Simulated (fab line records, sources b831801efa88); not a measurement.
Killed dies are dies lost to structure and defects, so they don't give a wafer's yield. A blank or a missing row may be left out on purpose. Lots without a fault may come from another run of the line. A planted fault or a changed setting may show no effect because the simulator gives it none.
One fault seen from 2 desks | flow gf180mcu | each desk has only its own numbers; what lay behind them comes last

THE TOOL OWNER'S DESK: implanter-04
The tool's own readings at GF_LVPWELL_IMPLANT_09: means of the sampled wafers that have a number, for each lot that ran on this tool. A lot is out of limits, marked OUT, if its mean lies more than 4 standard deviations from the usual mean; the brackets give that distance.
Columns: A = faraday_current_uA at GF_LVPWELL_IMPLANT_09, usual 28.2
lot  | first seen here | A
L326 | day 4 01:30     | 28.2
L329 | day 4 18:49     | 28.4
L331 | day 5 05:42     | 28.5
L335 | day 6 10:26     | 28.4
L337 | day 6 17:41     | 28.4
L338 | day 6 22:44     | 29.1
This desk's finding: nothing out of limits on any of the 6 lots.

THE METROLOGY DESK
What the gauges read, lot by lot, whatever tool the lot ran on: means of the sampled wafers that have a number. A lot is out of limits, marked OUT, if its mean lies more than 4 standard deviations from the usual mean; the brackets give that distance.
Columns: A = VT_IMPLANT_02_OVL at GF_VT_IMPLANT_OVL_MEAS_29, usual -0.7 nm; B = LVPWELL_RS at GF_VT_IMPLANT_RS_MEAS_48, usual 1196.9 ohm/sq; C = MVPSD_RS at GF_VT_IMPLANT_RS_MEAS_49, usual 1169.3 ohm/sq; D = cd_nm at GF_POLY_GATE_CD_MEAS_10, usual 280.2 nm
lot  | first seen here | A    | B                 | C      | D
L325 | day 6 21:01     | -0.7 | 1196.7            | 1167.0 | 279.5
L326 | day 7 02:34     | -1.4 | 1196.0            | 1174.1 | 280.0
L327 | day 7 11:13     | -2.0 | 1198.1            | 1169.7 | 280.9
L329 | day 7 21:55     | -0.4 | 1195.3            | 1172.1 | 280.8
L330 | day 8 04:52     | 0.9  | 1197.9            | 1167.1 | 281.4
L331 | day 8 12:07     | -1.5 | 1198.4            | 1165.3 | 281.6
L332 | day 8 16:26     | 0.3  | 1193.1            | 1167.2 | 280.2
L335 | day 9 21:50     | -1.9 | 1195.4            | 1166.7 | 280.1
L337 | day 10 04:50    | -0.5 | 1247.2 (+19) OUT  | 1166.6 | 281.0
L338 | day 10 11:17    | -2.5 | 1222.2 (+9.7) OUT | 1166.3 | 280.9
L343 | day 11 20:22    | -1.1 | 1194.0            | 1172.2 | 280.5
L344 | day 12 02:35    | -0.8 | 1194.4            | 1170.5 | 280.1
L346 | day 12 12:40    | -1.0 | 1199.3            | 1170.9 | 281.0
This desk's finding: out of limits on L337, L338; first on L337, day 11 00:10 (LVPWELL_RS at GF_VT_IMPLANT_RS_MEAS_48). In limits: L325, L326, L327, L329, L330, L331, L332, L335, L343, L344, L346.

PUT TOGETHER
The metrology desk could have raised an alarm at day 11 00:10, on L337, L338.
The tool owner's desk saw nothing out of limits.
The tool owner's desk has L337, L338 on record, within its limits.
Of the lots named, all ran GF_LVPWELL_IMPLANT_09 on implanter-04.

WHAT THE SIMULATOR HAD PUT IN
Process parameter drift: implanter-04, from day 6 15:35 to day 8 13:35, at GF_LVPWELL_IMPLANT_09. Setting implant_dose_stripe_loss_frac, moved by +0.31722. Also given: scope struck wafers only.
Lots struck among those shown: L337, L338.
Hours from the fault's start to each desk's first reading out of limits: the metrology desk, 105.
